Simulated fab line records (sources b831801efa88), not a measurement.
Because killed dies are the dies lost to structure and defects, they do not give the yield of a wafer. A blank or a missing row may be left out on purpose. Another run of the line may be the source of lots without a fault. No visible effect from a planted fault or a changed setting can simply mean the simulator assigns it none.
Which tool was responsible? | flow sky130 | 6 lots, 18 wafers sampled, at 1 step of a route of 708

== WHAT THE GAUGES SHOWED, per wafer ==
SKY_VIA1_BOW_MEAS_03.
lot  | measured     | on            | VIA1_BOW (um)
L451 | day 32 21:55 | film_metro-02 | 86 82 81
L453 | day 33 20:21 | film_metro-02 | 77 89 88
L456 | day 35 03:49 | film_metro-04 | 78 74 77
L461 | day 36 12:03 | film_metro-04 | 89 85 80
L463 | day 37 07:43 | film_metro-04 | 75 77 75
L473 | day 40 09:41 | film_metro-04 | 85 83 74

== TOOL THAT RAN EACH LOT (tool first, then ch and the chambers of the sampled wafers, then the start) ==
There is no process step in the record ahead of these readings.

== THE ANSWER, worked out from the rows above alone ==
Rule: the usual values come from the lots themselves. Put in order of their means at a reading, lots are off if they are a third of the lots or fewer, leave a main group of 4 or more, and stand apart from it by a gap of 3 or more times the standard deviation of the main group's means; of several such gaps the widest counts. Not used: any main group whose means are identical at the precision the tables above print for the reading. A lot without any number at a reading at which 4 lots or more have one is off too. The other lots that the step has rows for count as sound.
None of the lots is off at any reading shown; this tells nothing.

== WHAT THE SIMULATOR PUT IN ==
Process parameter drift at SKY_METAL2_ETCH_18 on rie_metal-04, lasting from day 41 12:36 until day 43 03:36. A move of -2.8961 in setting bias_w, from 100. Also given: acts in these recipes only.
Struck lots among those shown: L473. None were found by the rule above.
